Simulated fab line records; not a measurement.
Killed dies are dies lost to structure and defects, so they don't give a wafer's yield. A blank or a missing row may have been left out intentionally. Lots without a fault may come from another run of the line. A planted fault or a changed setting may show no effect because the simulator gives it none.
Chamber matching | flow sky130 | 4 sister chambers for SKY_FIELD_ISO_ETCH_17 on rie-si-02
The step etches Si in HBr/Cl2/O2, target depth 342 nm, time 97.7 s. 18 wafers are shown with their chamber, then 9 later ones without.

WAFERS WITH THEIR CHAMBER
wafer  | chamber | drypump-motor-current-A (A) | oes-product-au (a.u.) | throttle-valve-pct (%)
L804.1 | 3       | 6.4                         | 1.011                 | 25.633
L804.5 | 3       | 6.4                         | 1.012                 | 25.651
L804.6 | 0       | 5.3                         | 1.013                 | 25.649
L808.1 | 0       | 5.4                         | 1.006                 | 25.654
L808.2 | 3       | 6.4                         | 1.002                 | 25.647
L808.3 | 1       | 6.1                         | 1.002                 | 25.672
L811.1 | 0       | 5.3                         | 1.009                 | 25.659
L811.3 | 2       | 5.6                         | 0.997                 | 25.668
L811.6 | 3       | 6.4                         | 1.015                 | 25.660
L812.2 | 1       | 6.1                         | 0.996                 | 25.661
L812.3 | 0       | 5.3                         | 1.009                 | 25.655
L812.6 | 1       | 6.0                         | 0.990                 | 25.670
L818.2 | 0       | 5.4                         | 1.007                 | 25.633
L818.3 | 1       | 6.1                         | 1.003                 | 25.663
L818.6 | 3       | 6.4                         | 1.013                 | 25.661
L821.2 | 3       | 6.4                         | 1.016                 | 25.634
L821.4 | 2       | 5.6                         | 0.991                 | 25.654
L821.5 | 2       | 5.6                         | 0.988                 | 25.673

SIGNATURES (means of the wafers above)
reading                 | chamber 0 | chamber 1 | chamber 2 | chamber 3 | scatter within a chamber
drypump-motor-current-A | 5.340     | 6.075     | 5.600     | 6.400     | 0.0373
oes-product-au          | 1.00880   | 0.99775   | 0.99200   | 1.01150   | 0.00467
throttle-valve-pct      | 25.65000  | 25.66650  | 25.66500  | 25.64767  | 0.0101
Rule: a wafer's distance from a chamber is the root of the sum, over the readings, of the square of ((its reading less the chamber's mean) divided by the reading's scatter). The wafer belongs to the nearest chamber; if the next one is less than 2 further off, it can't be placed. The scatter is the square root of a quotient: the sum, over the shown wafers, of each reading's squared deviation from its chamber's mean, divided by wafers minus chambers.

WAFERS WITH NO CHAMBER GIVEN
wafer  | drypump-motor-current-A (A) | oes-product-au (a.u.) | throttle-valve-pct (%)
L823.1 | 6.0                         | 0.996                 | 25.649
L823.2 | 5.3                         | 1.017                 | 25.652
L823.4 | 6.4                         | 1.019                 | 25.660
L824.1 | 6.1                         | 0.983                 | 25.667
L824.2 | 5.3                         | 1.014                 | 25.653
L824.6 | 5.3                         | 1.009                 | 25.649
L826.1 | 5.6                         | 0.999                 | 25.662
L826.2 | 6.1                         | 0.986                 | 25.671
L826.5 | 6.1                         | 0.998                 | 25.660

WHICH CHAMBER EACH WENT THROUGH
wafer  | from the rows above | in truth
L823.1 | 1                   | 1
L823.2 | 0                   | 0
L823.4 | 3                   | 3
L824.1 | 1                   | 1
L824.2 | 0                   | 0
L824.6 | 0                   | 0
L826.1 | 2                   | 2
L826.2 | 1                   | 1
L826.5 | 1                   | 1
Correctly placed: 9 of 9. From these rows, 0 cannot be placed. Placed wrongly: 0.
